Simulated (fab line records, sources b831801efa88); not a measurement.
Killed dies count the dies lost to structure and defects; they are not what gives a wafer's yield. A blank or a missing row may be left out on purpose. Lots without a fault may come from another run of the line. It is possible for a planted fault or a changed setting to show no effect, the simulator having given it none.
fab line records ; flow sky130 ; part 2 of 2: steps 44 to 44 of 44
record lots=7; wafers=20; lastDay=50
route steps=708 shown DNWELL@41 PWDE@45 NWELL@56 PAD_OPEN@708
lots that met no fault: taken from a fault-free run of the same line
startH: hours from the record's first day to the start of the lot's first wafer shown ; waitH: hours from the lot's prior step to this one ; " the same as in the row above ; L1.1+2: a single row standing in for several wafers ; - no value, or no start given ; * or withheld: withheld ; < > ~ a bound
route shown NAME@n: NAME is a module with steps in the file, n the number in the route of the first one ; usual: the fault-free wafers' mean and standard deviation ; same: alike in all rows ; chamber/n: place in a boat ; sites: per-site readings ; _std_site: the standard deviation of these ; _edge_site: the outer-site mean with the inner-site mean subtracted ; radiusMm: how far each site lies from the wafer's centre ; mask NAME#n: copy n ; behind: the tool/chamber that last shaped the wafer ; hold: why the lot went on hold/how many hours it stayed there/how the hold came to an end ; device: the n, p or np transistor that did not switch ; end of line: at the end of the route, the tests of the same wafers ; a step without rows: its recipe alone ; killed: the dies lost at the first sort to structure and to defects; this is not the yield of the wafer ; map: a wafer's dies, x killed, . not, _ none there
set.NAME: the setting that was run; set.NAME@STEP: the one run at that earlier step ; model.NAME: the simulator's own value behind a step, which no gauge read
lots at some steps of the route; a table a step, a row a wafer
services: when a tool's chamber went out of use (startH, in hours from the record's first day, below 0 if earlier), for how many hours, and the reason
## steps
# step SKY_PAD_OPEN_PROBE_99
# usual killed_at_M0_to_M3=44/6.9; killed_at_M4_up=3.3/1.7; killedAtContacts=24/5.5; killedAtFrontEnd=16/4.5; killedAtOther=0.2/0.46; killedDies=87/9.1; killedOpen=48/7.3; killedShort=39/6.2
# same grossDies=492; killedAtBackSide=0
lot.wafer;tool;chamber;startH;waitH;killed_at_M0_to_M3;killed_at_M4_up;killedAtContacts;killedAtFrontEnd;killedAtOther;killedDies;killedOpen;killedShort;model.etest.res_p_drift_20v.lineOhmUm;model.etest.res_p_drift_20v.rsOhmSq;model.etest.resPwdeUnderGate.rsOhmSq
L206.2;prober-01;-;1097.91;0.1;43;3;31;15;0;92;49;42;1.22e+04;1.008e+04;6267
L206.4;prober-01;-;1098.01;0.2;44;7;25;14;0;90;49;38;1.216e+04;1.001e+04;6217
L206.5;prober-01;-;1098.06;0.2;39;2;19;22;0;82;49;33;1.231e+04;1.015e+04;6234
L209.1;prober-01;-;1114.59;0.1;40;2;31;17;0;90;51;39;1.118e+04;9397;6129
L209.3;prober-01;-;1114.69;0.2;36;3;13;10;0;62;30;32;1.082e+04;9033;6110
L209.4;prober-01;-;1114.74;0.2;48;3;18;14;0;83;37;46;1.117e+04;9252;6133
L215.1;prober-01;-;1145.64;0.1;38;5;28;12;0;83;51;32;1.134e+04;9301;6225
L215.4;prober-01;-;1145.79;0.2;42;4;27;28;0;101;55;45;8628;7252;5015
L216.1;prober-02;-;1165.02;0.1;48;4;16;19;0;87;43;44;1.112e+04;9462;6269
L216.2;prober-02;-;1165.07;0.1;50;7;16;15;0;88;39;49;1.109e+04;9412;6266
L216.4;prober-02;-;1165.17;0.2;41;3;22;13;0;79;43;36;9342;7885;5110
L217.1;prober-01;-;1166.83;0.1;46;7;19;19;0;91;47;44;1.242e+04;1.027e+04;6196
L217.2;prober-01;-;1166.88;0.1;34;9;28;16;0;87;50;37;1.222e+04;1.018e+04;6136
L217.4;prober-01;-;1166.98;0.2;35;3;28;11;1;78;44;34;9790;8211;4996
L228.3;prober-01;-;1197.20;0.2;38;1;30;12;0;81;49;32;1.209e+04;9968;6219
L228.4;prober-01;-;1197.25;0.2;39;1;28;14;0;82;48;34;1.196e+04;9959;6210
L228.5;prober-01;-;1197.30;0.2;40;3;32;12;1;88;48;40;1.162e+04;9819;6203
L229.3;prober-02;-;1200.12;0.2;48;3;25;7;0;83;43;40;1.094e+04;9338;6216
L229.4;prober-02;-;1200.17;0.2;49;3;23;13;0;88;47;41;1.137e+04;9620;6248
L229.5;prober-02;-;1200.22;0.2;46;3;15;13;0;77;38;39;1.132e+04;9442;6292
# killed by level:class
L206.2 CONTACT:geometricParticle:open=11 METAL2:geometricParticle:short=9 LI_CONTACT:geometricParticle:open=8 VIA1:geometricParticle:open=7 FIELD_ISO:geometricParticle:open=6 VIA1:geometricParticle:short=6 LOCAL_INTERCONNECT:geometricParticle:short=6 VIA2:geometricParticle:open=6
L206.4 VIA1:geometricParticle:open=12 CONTACT:geometricParticle:open=11 VIA1:geometricParticle:short=10 CONTACT:geometricParticle:short=8 VIA2:geometricParticle:open=7 METAL4:geometricParticle:short=5 POLY_GATE:geometricParticle:short=4 LI_CONTACT:geometricParticle:open=4
L206.5 VIA1:geometricParticle:open=9 POLY_GATE:geometricParticle:open=7 CONTACT:geometricParticle:open=7 LI_CONTACT:geometricParticle:open=6 VIA2:geometricParticle:open=6 FIELD_ISO:geometricParticle:short=5 VIA1:geometricParticle:short=5 METAL2:geometricParticle:short=5
L209.1 CONTACT:geometricParticle:open=12 VIA1:geometricParticle:open=9 VIA2:geometricParticle:open=9 CONTACT:geometricParticle:short=7 LI_CONTACT:geometricParticle:open=6 LOCAL_INTERCONNECT:geometricParticle:short=6 POLY_GATE:geometricParticle:open=5 METAL3:geometricParticle:short=5
L209.3 METAL2:geometricParticle:short=7 METAL1:geometricParticle:short=6 CONTACT:geometricParticle:open=6 VIA1:geometricParticle:open=5 VIA1:geometricParticle:short=4 VIA3:geometricParticle:open=4 SPACER:geometricParticle:open=3 LI_CONTACT:geometricParticle:open=3
L209.4 VIA1:geometricParticle:open=11 VIA1:geometricParticle:short=8 METAL2:geometricParticle:short=7 FIELD_ISO:geometricParticle:short=6 VIA3:geometricParticle:open=6 LI_CONTACT:geometricParticle:open=5 VIA3:geometricParticle:short=5 LI_CONTACT:geometricParticle:short=4
L215.1 CONTACT:geometricParticle:open=14 VIA1:geometricParticle:open=12 VIA2:geometricParticle:open=7 CONTACT:geometricParticle:short=5 LI_CONTACT:geometricParticle:open=5 VIA3:geometricParticle:open=5 POLY_GATE:geometricParticle:short=4 METAL4:geometricParticle:short=4
L215.4 VIA2:geometricParticle:open=9 LI_CONTACT:geometricParticle:open=8 CONTACT:geometricParticle:open=8 VIA1:geometricParticle:open=8 FIELD_ISO:geometricParticle:open=7 POLY_GATE:geometricParticle:open=5 POLY_GATE:geometricParticle:short=4 METAL1:geometricParticle:short=4
L216.1 VIA1:geometricParticle:open=8 POLY_GATE:geometricParticle:short=7 METAL2:geometricParticle:short=7 VIA3:geometricParticle:open=7 CONTACT:geometricParticle:open=5 METAL1:geometricParticle:short=5 VIA3:geometricParticle:short=5 POLY_GATE:geometricParticle:open=4
L216.2 VIA1:geometricParticle:short=9 METAL2:geometricParticle:short=8 VIA1:geometricParticle:open=7 VIA2:geometricParticle:open=6 LI_CONTACT:geometricParticle:open=5 METAL4:geometricParticle:short=5 VIA3:geometricParticle:short=5 FIELD_ISO:geometricParticle:open=4
L216.4 LI_CONTACT:geometricParticle:open=10 VIA1:geometricParticle:open=8 VIA3:geometricParticle:open=8 VIA2:geometricParticle:open=6 METAL1:geometricParticle:short=5 FIELD_ISO:geometricParticle:short=4 POLY_GATE:geometricParticle:short=4 VIA2:geometricParticle:short=4
L217.1 VIA3:geometricParticle:open=10 VIA1:geometricParticle:open=8 METAL4:geometricParticle:short=7 CONTACT:geometricParticle:open=6 METAL1:geometricParticle:short=5 FIELD_ISO:geometricParticle:open=4 POLY_GATE:geometricParticle:open=4 LI_CONTACT:geometricParticle:open=4
L217.2 LI_CONTACT:geometricParticle:open=11 CONTACT:geometricParticle:open=9 VIA1:geometricParticle:open=7 METAL4:geometricParticle:short=6 POLY_GATE:geometricParticle:short=5 VIA3:geometricParticle:open=5 METAL2:geometricParticle:short=5 FIELD_ISO:geometricParticle:open=4
L217.4 VIA1:geometricParticle:open=10 CONTACT:geometricParticle:short=8 CONTACT:geometricParticle:open=7 VIA2:geometricParticle:open=7 LOCAL_INTERCONNECT:geometricParticle:short=5 LI_CONTACT:geometricParticle:open=5 VIA3:geometricParticle:open=4 FIELD_ISO:geometricParticle:short=3
L228.3 VIA1:geometricParticle:open=13 LOCAL_INTERCONNECT:geometricParticle:short=9 CONTACT:geometricParticle:open=9 VIA3:geometricParticle:open=5 VIA3:geometricParticle:short=5 LI_CONTACT:geometricParticle:open=4 LOCAL_INTERCONNECT:geometricParticle:open=4 FIELD_ISO:geometricParticle:open=3
L228.4 CONTACT:geometricParticle:open=10 VIA1:geometricParticle:short=8 VIA1:geometricParticle:open=8 LI_CONTACT:geometricParticle:open=7 VIA3:geometricParticle:open=5 POLY_GATE:geometricParticle:short=4 LI_CONTACT:geometricParticle:short=4 METAL2:geometricParticle:short=4
L228.5 CONTACT:geometricParticle:open=15 LOCAL_INTERCONNECT:geometricParticle:short=11 VIA1:geometricParticle:open=10 VIA2:geometricParticle:open=5 VIA2:geometricParticle:short=5 FIELD_ISO:geometricParticle:short=4 LI_CONTACT:geometricParticle:open=4 VIA1:geometricParticle:short=4
L229.3 VIA1:geometricParticle:open=12 VIA2:geometricParticle:open=8 VIA3:geometricParticle:open=7 LOCAL_INTERCONNECT:geometricParticle:short=7 CONTACT:geometricParticle:short=6 LI_CONTACT:geometricParticle:open=5 METAL3:geometricParticle:short=5 VIA1:geometricParticle:short=4
L229.4 METAL1:geometricParticle:short=8 VIA1:geometricParticle:open=8 CONTACT:geometricParticle:open=7 VIA2:geometricParticle:open=7 VIA3:geometricParticle:open=7 LOCAL_INTERCONNECT:geometricParticle:short=6 VIA1:geometricParticle:short=5 POLY_GATE:geometricParticle:open=4
L229.5 VIA1:geometricParticle:open=10 VIA3:geometricParticle:open=8 CONTACT:geometricParticle:open=7 VIA3:geometricParticle:short=7 VIA1:geometricParticle:short=6 POLY_GATE:geometricParticle:short=5 METAL2:geometricParticle:short=3 METAL4:geometricParticle:short=3
## services
tool;chamber;startH;hours;kind
implanter-03;-;54.66;16.5;pm
plasmaAsher-01;-;66.28;4.7;repair
implanter-02;-;67.74;4.0;pm
implanter-03;-;71.12;11.1;pm
implanter-02;-;85.70;2.5;pm
implanter-03;-;93.66;5.1;pm
implanter-02;-;99.37;4.8;repair
plasmaAsher-02;-;108.75;9.0;pm
plasmaAsher-02;0;108.75;9.0;ventCycle
plasmaAsher-02;1;108.75;9.0;ventCycle
plasmaAsher-02;0;117.75;-;clean
plasmaAsher-02;1;117.75;-;clean
implanter-01;-;132.81;1.6;pm
plasmaAsher-02;-;137.45;7.0;repair
implanter-02;-;144.55;2.4;repair
implanter-01;-;161.22;2.5;repair
implanter-01;-;165.19;4.3;pm
plasmaAsher-04;-;190.55;5.1;repair
implanter-02;-;197.65;108.1;pm
plasmaAsher-02;-;240.68;0.9;repair
implanter-01;-;241.90;0.9;repair
## key
firstSign step=SKY_PWDE_IMPLANT_08; reading=beamOnS; direction=up; sigmas=14; usual=10.01; struck=12.77
effect step=SKY_PWDE_IMPLANT_08; reading=faradayCurrentUA; direction=down; sigmas=11; usual=20.3; struck=15.9
effect step=SKY_PWDE_TW_MEAS_10; reading=PWDE_TW; direction=up; sigmas=5.8; usual=375; struck=398
effect step=SKY_NWELL_RS_MEAS_31; reading=PWDE_RS; direction=down; sigmas=44; usual=5280; struck=4420
modelEffect step=SKY_PAD_OPEN_PROBE_99; value=etest.res_p_drift_20v.lineOhmUm; without=1.138e+04; struck=9253
metAt SKY_PWDE_IMPLANT_08
struckWafers L215.4,L216.4,L217.4
testerLeftOut L215,L216,L217
onsetBetween 90.72 131.14
fault kind=processParameterDrift; tool=implanter-01; chamber=-; onsetH=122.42; steps=SKY_PWDE_IMPLANT_08; channel=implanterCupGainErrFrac; offset=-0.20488; shape=step; endH=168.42; scope=struckWafersOnly
# testerLeftOut: of these lots the tester's yield and bins aren't shown, on N5 and GAA mostly nor the transistor test; their killed dies are dies lost to structure and defects alone, not to doping, threshold or leakage, so they don't give the yield
